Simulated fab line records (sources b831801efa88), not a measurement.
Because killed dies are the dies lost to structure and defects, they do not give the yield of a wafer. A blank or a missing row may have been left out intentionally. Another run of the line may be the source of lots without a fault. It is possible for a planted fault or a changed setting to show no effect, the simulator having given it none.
fab line records -- flow sky130
[record] lots = 12, wafers = 36, lastDay = 50
route steps=708 shown GATE_OXIDE@188 VIA1@473
lots that met no fault: from a run of the same line without faults
startH: start of the lot's first displayed wafer, in hours after the record's first day -- waitH: hours from the lot's prior step to this one -- " the same as in the row above -- L1.1+2: one row covering several wafers at once -- - no value present, or no start provided -- * or withheld: withheld -- < > ~ a bound
route shown NAME@n: NAME is a module with steps in the file, n the number in the route of the first one -- usual: mean/standard deviation taken from wafers without a fault -- same: alike in all rows -- chamber/n: place in a boat -- sites: each site's reading -- _std_site: their standard deviation -- _edge_site: inner sites' mean taken away from outer sites' mean -- radiusMm: how far each site lies from the wafer's centre -- mask NAME#n: copy n -- behind: the tool/chamber that last shaped the wafer -- hold: reason for holding the lot/hours on hold/outcome of the hold -- device: the transistor (n, p or np) that didn't switch -- end of line: the tests these same wafers got at the end of their route -- a step given without rows: its recipe and nothing more -- killed: dies lost to structure and defects at the first sort, not the wafer's yield -- map: per-die view of a wafer (x killed, . not killed, _ where there is no die)
set.NAME: the setting as run; set.NAME@STEP: as run at that earlier step -- model.NAME: the simulator's own value behind a step, which no gauge read
the route's steps for a sample of lots (tables are steps, rows are wafers)
services: from which hour (startH, from the record's first day; less than 0 if before it) a tool's chamber was out of use, for how many hours, and why
[[steps]]
[step SKY_GATE_OXIDE_OXIDATION_01]
[recipe] tempC = 900, ambient = O2, stabiliseS = 600, purgeS = 300, targetThkA = 102.68, oxTimeS = 1473
[usual] spikeTcBottomC = 918.9/2.6, spikeTcCentreC = 901.6/1.6, spikeTcLowerC = 900.1/1, zonePowerCentrePct = 22/3.6, zonePowerLowerPct = 19.0/0.83, zonePowerUpperPct = 20.3/1.2
lot.wafer,tool,chamber,startH,waitH,spikeTcBottomC,spikeTcCentreC,spikeTcLowerC,zonePowerCentrePct,zonePowerLowerPct,zonePowerUpperPct
L408.3,furnace-02,0,302.88,0.0,915.8,902.6,899.7,18,18.3,18.9
L408.4,furnace-02,0,302.88,0.0,916.6,902.2,900.9,18,18.3,19.1
L408.5,furnace-02,0,302.88,0.0,917.7,903.3,900.5,18,18.4,19.4
L409.2,furnace-02,0,307.20,1.0,916.3,903.2,900.2,18,18.0,19.4
L409.3,furnace-02,0,307.20,1.0,917.0,901.9,900.9,18,17.9,19.1
L409.5,furnace-02,0,307.20,1.0,916.5,901.4,900.4,19,18.3,19.2
L410.4,furnace-01,0,317.92,0.4,921.0,902.0,900.2,25,20.0,21.4
L410.5,furnace-01,0,317.92,0.4,920.4,900.0,901.6,25,19.6,21.1
L410.6,furnace-01,0,317.92,0.4,922.1,900.7,899.7,25,20.1,21.5
L413.1,furnace-01,0,325.23,0.4,920.5,901.2,898.0,26,19.6,21.5
L413.3,furnace-01,0,325.23,0.4,920.8,899.9,900.4,25,19.8,21.5
L413.6,furnace-01,0,325.23,0.4,922.5,901.5,898.0,26,19.8,21.4
L414.2,furnace-01,0,339.98,0.0,920.2,901.0,901.5,26,19.7,21.7
L414.5,furnace-01,0,339.98,0.0,921.2,899.6,899.3,25,20.2,21.7
L414.6,furnace-01,0,339.98,0.0,920.5,901.5,898.1,25,20.1,21.3
L416.1,furnace-01,0,356.55,0.7,922.0,923.3,896.7,37,15.1,16.6
L416.5,furnace-01,0,356.55,0.7,921.7,922.9,898.6,37,15.1,16.6
L416.6,furnace-01,0,356.55,0.7,921.6,922.3,896.7,37,15.4,16.3
L417.2,furnace-01,0,362.04,1.1,921.2,922.1,897.9,37,15.4,16.6
L417.3,furnace-01,0,362.04,1.1,921.5,922.8,896.8,37,15.4,16.5
L417.5,furnace-01,0,362.04,1.1,921.9,923.1,897.2,36,15.4,16.6
L427.2,furnace-02,0,438.76,0.7,915.4,904.3,899.1,18,18.2,19.3
L427.3,furnace-02,0,438.76,0.7,916.7,901.1,899.7,18,18.2,19.2
L427.6,furnace-02,0,438.76,0.7,919.0,902.8,900.0,18,18.4,18.9
L428.2,furnace-01,0,448.55,0.0,921.3,899.5,898.4,25,19.7,21.3
L428.5,furnace-01,0,448.55,0.0,922.4,899.5,900.3,25,19.8,21.6
L428.6,furnace-01,0,448.55,0.0,921.8,899.4,900.6,25,20.2,21.5
L429.2,furnace-02,0,465.68,1.2,918.3,902.3,899.5,19,18.4,19.0
L429.4,furnace-02,0,465.68,1.2,916.1,904.1,899.4,18,18.1,19.3
L429.5,furnace-02,0,465.68,1.2,915.4,901.8,899.7,18,18.1,19.1
L430.3,furnace-02,0,465.68,1.5,916.8,902.6,900.6,19,18.1,19.5
L430.4,furnace-02,0,465.68,1.5,916.4,903.5,901.3,18,18.4,19.3
L430.5,furnace-02,0,465.68,1.5,917.1,903.6,898.6,18,18.1,19.2
L431.1,furnace-01,0,473.38,1.7,923.4,900.3,900.4,26,19.6,21.4
L431.3,furnace-01,0,473.38,1.7,921.2,900.7,900.1,25,20.2,21.5
L431.5,furnace-01,0,473.38,1.7,922.8,900.2,898.4,26,19.9,21.5
[step SKY_VIA1_ETCH_15]
[recipe] target = SiO2, chemistry = C4F8/O2/Ar, targetDepthNm = 351, stopOn = TiN, maskMaterial = KrF-thick, sourceW = 1500, biasW = 1200, pressureMtorr = 40, c4f8FlowSccm = withheld, O2_flow_sccm = 6, Ar_flow_sccm = 300, timeS = 54
[usual] oesProductAu = 0.983/0.0063
lot.wafer,tool,chamber,startH,waitH,oesProductAu,rfHoursCounterH
L408.3,rieDiel-04,1,809.90,0.0,0.992,4
L408.4,rieDiel-04,3,809.90,0.0,0.979,27
L408.5,rieDiel-04,0,809.90,0.0,0.977,-
L409.2,rieDiel-02,0,818.15,0.0,0.992,22
L409.3,rieDiel-02,2,818.15,0.0,0.988,14
L409.5,rieDiel-02,0,818.15,0.0,0.981,-
L410.4,rieDiel-04,0,829.28,0.0,0.983,-
L410.5,rieDiel-04,1,829.28,0.0,0.977,-
L410.6,rieDiel-04,2,829.28,0.0,0.988,-
L413.1,rieDiel-04,1,837.56,0.0,0.992,5
L413.3,rieDiel-04,3,837.56,0.0,0.968,27
L413.6,rieDiel-04,0,837.56,0.0,0.988,-
L414.2,rieDiel-02,1,848.25,0.0,0.993,7
L414.5,rieDiel-02,2,848.25,0.0,0.972,-
L414.6,rieDiel-02,3,848.25,0.0,0.988,-
L416.1,rieDiel-01,3,864.85,0.0,0.984,5
L416.5,rieDiel-01,2,864.85,0.0,0.973,-
L416.6,rieDiel-01,1,864.85,0.0,0.988,-
L417.2,rieDiel-02,2,870.48,0.0,0.984,16
L417.3,rieDiel-02,1,870.48,0.0,0.988,8
L417.5,rieDiel-02,2,870.48,0.0,0.987,-
L427.2,rieDiel-02,1,938.00,0.0,0.985,9
L427.3,rieDiel-02,3,938.00,0.0,0.984,3
L427.6,rieDiel-02,3,938.00,0.0,0.972,-
L428.2,rieDiel-01,3,939.76,0.0,0.990,7
L428.5,rieDiel-01,1,939.76,0.0,0.988,-
L428.6,rieDiel-01,0,939.76,0.0,0.994,-
L429.2,rieDiel-04,2,956.09,0.0,0.988,18
L429.4,rieDiel-04,1,956.09,0.0,0.987,9
L429.5,rieDiel-04,2,956.09,0.0,0.993,-
L430.3,rieDiel-01,2,957.75,0.0,0.979,9
L430.4,rieDiel-01,3,957.75,0.0,0.990,8
L430.5,rieDiel-01,3,957.75,0.0,0.967,-
L431.1,rieDiel-02,0,961.46,0.0,0.983,2
L431.3,rieDiel-02,1,961.46,0.0,0.993,10
L431.5,rieDiel-02,1,961.46,0.0,0.975,-
[step SKY_VIA1_STRIP_16]
[recipe] chemistry = O2/N2, powerW = 1400, pressureMtorr = 1500, platenTempC = withheld, o2FlowSccm = 3000, n2FlowSccm = 300, overashFraction = 0.5
[usual] drypumpMotorCurrentA = 5.8/0.4, oesProductAu = 0.416/0.0045, stripTimeToEndpointS = 4.443/0.026
lot.wafer,tool,chamber,startH,waitH,drypumpMotorCurrentA,oesProductAu,rfHoursCounterH,stripTimeToEndpointS
L408.3,plasmaAsher-01,1,809.98,0.1,5.6,0.410,-,4.392
L408.4,plasmaAsher-01,0,809.98,0.1,6.4,0.416,-,4.454
L408.5,plasmaAsher-01,0,809.98,0.1,6.4,0.412,-,4.468
L409.2,plasmaAsher-02,0,818.20,0.0,5.0,0.421,38,4.485
L409.3,plasmaAsher-02,0,818.20,0.0,4.9,0.418,-,4.466
L409.5,plasmaAsher-02,0,818.20,0.0,4.9,0.412,-,4.472
L410.4,plasmaAsher-02,0,829.33,0.0,4.9,0.427,-,4.467
L410.5,plasmaAsher-02,1,829.33,0.0,5.4,0.417,-,4.418
L410.6,plasmaAsher-02,0,829.33,0.0,5.0,0.414,-,4.461
L413.1,plasmaAsher-02,1,837.61,0.0,5.4,0.419,41,4.421
L413.3,plasmaAsher-02,1,837.61,0.0,5.4,0.412,-,4.473
L413.6,plasmaAsher-02,0,837.61,0.0,4.9,0.415,-,4.432
L414.2,plasmaAsher-04,1,848.30,0.0,6.0,0.421,101,4.415
L414.5,plasmaAsher-04,0,848.30,0.0,5.7,0.414,-,4.392
L414.6,plasmaAsher-04,1,848.30,0.0,6.0,0.418,-,4.449
L416.1,plasmaAsher-01,1,864.90,0.0,5.6,0.420,13,4.452
L416.5,plasmaAsher-01,0,864.90,0.0,6.4,0.422,-,4.510
L416.6,plasmaAsher-01,1,864.90,0.0,5.6,0.416,-,4.449
L417.2,plasmaAsher-01,1,870.53,0.0,5.6,0.414,13,4.408
L417.3,plasmaAsher-01,1,870.53,0.0,5.6,0.415,-,4.442
L417.5,plasmaAsher-01,0,870.53,0.0,6.4,0.412,-,4.420
L427.2,plasmaAsher-01,0,938.05,0.0,6.4,0.410,20,4.459
L427.3,plasmaAsher-01,0,938.05,0.0,6.4,0.422,-,4.438
L427.6,plasmaAsher-01,0,938.05,0.0,6.4,0.420,-,4.459
L428.2,plasmaAsher-01,0,939.81,0.0,6.4,0.407,20,4.461
L428.5,plasmaAsher-01,1,939.81,0.0,5.6,0.419,-,4.460
L428.6,plasmaAsher-01,0,939.81,0.0,6.4,0.412,-,4.411
L429.2,plasmaAsher-02,0,956.13,0.0,4.9,0.413,52,4.392
L429.4,plasmaAsher-02,0,956.13,0.0,5.0,0.416,-,4.409
L429.5,plasmaAsher-02,1,956.13,0.0,5.4,0.414,-,4.421
L430.3,plasmaAsher-01,0,957.83,0.1,6.4,0.415,-,4.491
L430.4,plasmaAsher-01,1,957.83,0.1,5.6,0.416,-,4.455
L430.5,plasmaAsher-01,0,957.83,0.1,6.4,0.413,-,4.452
L431.1,plasmaAsher-04,0,961.51,0.0,5.8,0.419,112,4.471
L431.3,plasmaAsher-04,0,961.51,0.0,5.7,0.419,-,4.462
L431.5,plasmaAsher-04,1,961.51,0.0,6.0,0.418,-,4.434
[step SKY_VIA1_THK_MEAS_23]
[recipe] thkMeasGauge = xrf, reads = W_of_VIA1_CVD_21
[usual] VIA1_W_THK = 261/4.7
lot.wafer,tool,chamber,startH,waitH,VIA1_W_THK[nm]
L408.3,filmMetro-03,-,810.87,0.1,255
L408.4,filmMetro-03,-,810.87,0.1,252
L408.5,filmMetro-03,-,810.87,0.1,254
L409.2,filmMetro-03,-,819.17,0.1,254
L409.3,filmMetro-03,-,819.17,0.1,255
L409.5,filmMetro-03,-,819.17,0.1,254
L410.4,filmMetro-01,-,830.19,0.1,261
L410.5,filmMetro-01,-,830.19,0.1,264
L410.6,filmMetro-01,-,830.19,0.1,271
L413.1,filmMetro-03,-,838.48,0.1,257
L413.3,filmMetro-03,-,838.48,0.1,256
L413.6,filmMetro-03,-,838.48,0.1,253
L414.2,filmMetro-01,-,849.18,0.1,266
L414.5,filmMetro-01,-,849.18,0.1,269
L414.6,filmMetro-01,-,849.18,0.1,266
L416.1,filmMetro-03,-,865.76,0.1,260
L416.5,filmMetro-03,-,865.76,0.1,261
L416.6,filmMetro-03,-,865.76,0.1,259
L417.2,filmMetro-03,-,871.53,0.1,259
L417.3,filmMetro-03,-,871.53,0.1,259
L417.5,filmMetro-03,-,871.53,0.1,261
L427.2,filmMetro-02,-,939.03,0.1,267
L427.3,filmMetro-02,-,939.03,0.1,265
L427.6,filmMetro-02,-,939.03,0.1,265
L428.2,filmMetro-02,-,940.78,0.1,264
L428.5,filmMetro-02,-,940.78,0.1,264
L428.6,filmMetro-02,-,940.78,0.1,263
L429.2,filmMetro-03,-,957.01,0.1,254
L429.4,filmMetro-03,-,957.01,0.1,252
L429.5,filmMetro-03,-,957.01,0.1,254
L430.3,filmMetro-03,-,958.68,0.1,258
L430.4,filmMetro-03,-,958.68,0.1,262
L430.5,filmMetro-03,-,958.68,0.1,261
L431.1,filmMetro-01,-,962.47,0.1,264
L431.3,filmMetro-01,-,962.47,0.1,264
L431.5,filmMetro-01,-,962.47,0.1,258
[[services]]
tool,chamber,startH,hours,kind
furnace-01,-,302.55,2.9,pm
furnace-02,-,313.35,2.6,pm
rieDiel-02,-,323.01,2.8,pm
rieDiel-02,-,355.09,15.6,pm
rieDiel-02,-,375.20,0.3,repair
rieDiel-02,2,379.16,8.3,repair
rieDiel-02,1,381.12,9.3,repair
rieDiel-02,2,413.55,3.9,repair
furnace-02,-,413.96,3.7,pm
rieDiel-02,0,430.79,5.7,repair
furnace-01,-,440.86,3.1,pm
furnace-02,-,458.32,5.8,pm
furnace-01,-,469.48,3.9,pm
furnace-01,-,523.12,2.1,repair
furnace-01,-,528.42,7.8,repair
furnace-02,-,534.53,25.9,repair
furnace-02,-,578.06,18.8,pm
furnace-02,-,596.91,2.7,pm
furnace-01,-,637.57,3.0,pm
furnace-01,-,723.34,3.9,pm
plasmaAsher-01,-,733.75,9.0,pm
furnace-01,-,805.07,3.2,pm
plasmaAsher-01,-,905.04,2.8,pm
furnace-01,-,926.96,25.6,pm
[[key]]
[firstSign] step = SKY_GATE_OXIDE_OXIDATION_01, reading = spikeTcCentreC, direction = up, sigmas = 13, usual = 901.6, struck = 922.8
[effect] step = SKY_GATE_OXIDE_OXIDATION_01, reading = zonePowerLowerPct, direction = down, sigmas = 4.5, usual = 19.0, struck = 15.3
metAt SKY_GATE_OXIDE_OXIDATION_01
struckLots L416,L417
testerLeftOut L416,L417
notActingAt SKY_VIA1_ETCH_15,SKY_VIA1_STRIP_16,SKY_VIA1_THK_MEAS_23
onsetBetween 339.98 356.55
[fault] kind = processParameterDrift, tool = furnace-01, chamber = -, onsetH = 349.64, steps = SKY_GATE_OXIDE_OXIDATION_01, channel = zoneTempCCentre, offset = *, shape = step, endH = 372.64
// testerLeftOut: of these lots the tester's yield and bins aren't shown, on N5 and GAA mostly nor the transistor test; their killed dies are dies lost to structure and defects alone, not to doping, threshold or leakage, so they don't give the yield
